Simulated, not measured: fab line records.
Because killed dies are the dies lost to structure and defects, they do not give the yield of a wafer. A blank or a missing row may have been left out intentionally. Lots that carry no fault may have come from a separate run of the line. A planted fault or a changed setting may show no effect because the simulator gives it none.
Struck lot and sound lot, side by side    flow gf180mcu    14 steps out of a route of 602
Sound: the wafers L452.3, L452.4, L452.6. The struck wafers were L457.1, L457.3, L457.5. At the end, the cause is stated.
Order at every step that has rows: each side's tool, ch and its chambers, its first start. Under that, the readings that differ: sound wafers    struck wafers    difference of the means    sigmas: that difference in standard deviations of wafers without a fault.
alike: a reading whose means differ by less than 2 such deviations, as well as words and numbers matching on both sides. not compared: withheld readings; readings where some wafer has no value; bounds like >300 that might hide an equal value; numbers whose values overlap and for which the record gives no deviation.
A row with sigmas, a row that says differs or no value, or rows on one side alone: a step with any of these is where the two part. Numbers that have no deviation but don't overlap get no sigmas and don't part them. A reading missing from all wafers of one side parts the sides only when that side holds two or more wafers.

GF_M4_SPUTTER_00: material Ti, target thk 37.5 nm, time 150 s.
  struck on pvd_sputter-03, day 26 03:25; sound on pvd_sputter-01, day 24 21:10
  alike: throttle_valve_pct
GF_M4_SPUTTER_01: material TiN, target thk 30 nm, time 25 s.
  struck on pvd_sputter-03, day 26 03:31; sound on pvd_sputter-01, day 24 21:16
  alike: throttle_valve_pct
GF_M4_SPUTTER_02: material AlCu, target thk 450 nm, time 23.9 s.
  struck on pvd_sputter-03, day 26 03:33; sound on pvd_sputter-01, day 24 21:19
  alike: throttle_valve_pct
GF_M4_SPUTTER_03: material Ti, target thk 10 nm, time 6.7 s.
  struck on pvd_sputter-03, day 26 03:35; sound on pvd_sputter-01, day 24 21:20
  alike: throttle_valve_pct
GF_M4_SPUTTER_04: material TiN, target thk 50 nm, time 41.7 s.
  struck on pvd_sputter-03, day 26 03:37; sound on pvd_sputter-01, day 24 21:22
  alike: throttle_valve_pct
GF_M4_RS_MEAS_05: measures by four-point-probe.
  struck on film_metro-04, day 26 03:39; sound on film_metro-03, day 24 21:26
  alike: M4_ALCU_RS
GF_M4_THK_MEAS_06: measures by xrf.
  struck on film_metro-04, day 26 03:46; sound on film_metro-03, day 24 21:32
  alike: M4_ALCU_THK
then, 5 steps without rows for these wafers: GF_M4_DEHYDRATE_07 (time 60 s); GF_M4_HMDS_08 (prime time 60 s); GF_M4_COAT_09 (resist thk 1000 nm); GF_M4_SOFTBAKE_10 (time 60 s); GF_M4_EXPOSE_11 (exposes mask Metal4, target cd 280 nm).
GF_M4_PEB_12: peb time 90 s.
  sound on litho_track-02 ch 0, day 25 17:54; struck on litho_track-02, day 26 23:56
  no value came back on the struck wafers for chill_plate_temp_C (C), exhaust_pa (Pa), plate_temp_C (C), resist_line_temp_C (C); on the sound wafers chill_plate_temp_C (C) reads 22.82 22.86 22.88
then, 1 step without rows for these wafers: GF_M4_DEVELOP_13 (develop time 60 s).

WHERE THEY PART
GF_M4_PEB_12 only, going by this record.

WHY: what the simulator had put in
Skipped step whole: litho_track-02, from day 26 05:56 on, at GF_M4_PEB_12. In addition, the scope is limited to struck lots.
